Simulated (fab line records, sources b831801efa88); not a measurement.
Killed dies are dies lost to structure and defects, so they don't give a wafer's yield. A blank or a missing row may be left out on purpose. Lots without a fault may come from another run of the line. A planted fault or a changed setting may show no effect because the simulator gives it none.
Which tool did it? | flow sky130 | 14 lots, 42 wafers sampled, at 2 steps of a route of 708

WHAT THE GAUGES READ, wafer by wafer
SKY_VIA2_THK_MEAS_01. Usual: VIA2_HDPCVD_THK 1185 nm, standard deviation 12.
lot  | measured     | on            | VIA2_HDPCVD_THK (nm) | flag
L981 | day 35 06:46 | film_metro-03 | 1184 1182 1201       |
L982 | day 35 12:11 | film_metro-02 | 1190 1188 1193       |
L983 | day 35 18:46 | film_metro-04 | 1203 1191 1202       |
L984 | day 36 02:11 | film_metro-02 | 1188 1183 1169       |
L985 | day 37 05:56 | film_metro-02 | 1157 1183 1171       |
L987 | day 38 01:41 | film_metro-03 | 1208 1197 1195       |
L989 | day 38 10:08 | film_metro-03 | 1191 1183 1196       |
L991 | day 39 03:40 | film_metro-04 | 1173 1171 1184       |
L993 | day 39 09:28 | film_metro-02 | 1196 1177 1174       |
L995 | day 39 20:53 | film_metro-04 | 1188 1193 1205       |
L999 | day 40 16:18 | film_metro-02 | 1186 1192 1190       |
L100 | day 41 03:10 | film_metro-04 | 1189 1196 1187       |
L101 | day 41 18:26 | film_metro-02 | 1228 1227 1218       | OFF
L102 | day 41 21:47 | film_metro-03 | 1255 1242 1247       | OFF

WHICH TOOL RAN EACH LOT (tool, then ch and the chambers of the sampled wafers, then the start)
lot  | SKY_VIA2_HDPCVD_00
L981 | hdpcvd-01 ch 0,1,2, day 35 06:37
L982 | hdpcvd-01 ch 0,1,2, day 35 12:03
L983 | hdpcvd-01 ch 0,1, day 35 18:37
L984 | hdpcvd-02 ch 0,2, day 36 02:03
L985 | hdpcvd-02 ch 0,1,2, day 37 05:50
L987 | hdpcvd-01 ch 0,1,2, day 38 01:33
L989 | hdpcvd-01 ch 0,1, day 38 10:00
L991 | hdpcvd-02 ch 0,2, day 39 03:32
L993 | hdpcvd-02 ch 0,1,2, day 39 09:20
L995 | hdpcvd-01 ch 0,2, day 39 20:46
L999 | hdpcvd-01 ch 0,2, day 40 16:10
L100 | hdpcvd-01 ch 1,2, day 41 03:02
L101 | hdpcvd-02 ch 1,2, day 41 18:18
L102 | hdpcvd-02 ch 0,2, day 41 21:38
- SKY_VIA2_HDPCVD_00: deposits SiO2, target thk 1180 nm, time 196.7 s.

WHAT THE TOOLS THEMSELVES READ (means of the sampled wafers that have a number; where no wafer has one, the mark that the record gives instead)
SKY_VIA2_HDPCVD_00. Usual: run_length_s 224.3 s, standard deviation 0.38; sih4_flow_sccm 59.99 sccm, standard deviation 0.18.
lot  | tool      | run_length_s (s) | sih4_flow_sccm (sccm) | flag
L981 | hdpcvd-01 | 223.9            | 59.97                 |
L982 | hdpcvd-01 | 224.1            | 60.12                 |
L983 | hdpcvd-01 | 224.3            | 60.11                 |
L984 | hdpcvd-02 | 224.7            | 59.91                 |
L985 | hdpcvd-02 | 224.4            | 60.06                 |
L987 | hdpcvd-01 | 224.4            | 59.80                 |
L989 | hdpcvd-01 | 224.5            | 60.00                 |
L991 | hdpcvd-02 | 224.5            | 60.13                 |
L993 | hdpcvd-02 | 224.7            | 59.97                 |
L995 | hdpcvd-01 | 224.3            | 60.19                 |
L999 | hdpcvd-01 | 224.1            | 59.93                 |
L100 | hdpcvd-01 | 224.0            | 60.12                 |
L101 | hdpcvd-02 | 233.7            | 60.01                 | OFF
L102 | hdpcvd-02 | 234.2            | 59.97                 | OFF

THE ANSWER, worked out from the rows above alone
Rule: a lot is off if the mean of its wafers that have a number lies more than 3 standard deviations from the usual mean. A lot without any number at a reading at which 4 lots or more have one is off too. The other lots that the step has rows for count as sound. The gauges are gone through in route order, then the tools' own readings, and for those a lot's mean is taken as printed above. The first step at which some lot is off is used, and at that step the reading that is off furthest; a lot without a number counts as furthest.
Off: L101, L102, at SKY_VIA2_THK_MEAS_01 (VIA2_HDPCVD_THK).
A tool fits if, at a process step before that reading, it ran every lot that is off, and no sound lot after the first of them. The gauges at SKY_VIA2_THK_MEAS_01 aren't tried: what is off there is off at SKY_VIA2_HDPCVD_00 too, on other tools, and a gauge's error can't cause that. One fits: hdpcvd-02 at SKY_VIA2_HDPCVD_00. Its last sound lot is L993 (day 39 09:20), its first lot that is off L101 (day 41 18:18): a fault that began between those two fits.
The tool's own readings at SKY_VIA2_HDPCVD_00 bear it out: on the lots that are off they differ by more than 5 times the standard deviation of the sound lots' means. run_length_s reads 233.9 s there against 224.3 s on the sound lots.

WHAT THE SIMULATOR HAD PUT IN
Process parameter drift: hdpcvd-02, from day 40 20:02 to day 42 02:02, at SKY_VIA2_HDPCVD_00. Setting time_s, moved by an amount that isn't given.
Lots struck among those shown: L101, L102. The rule above found the same.
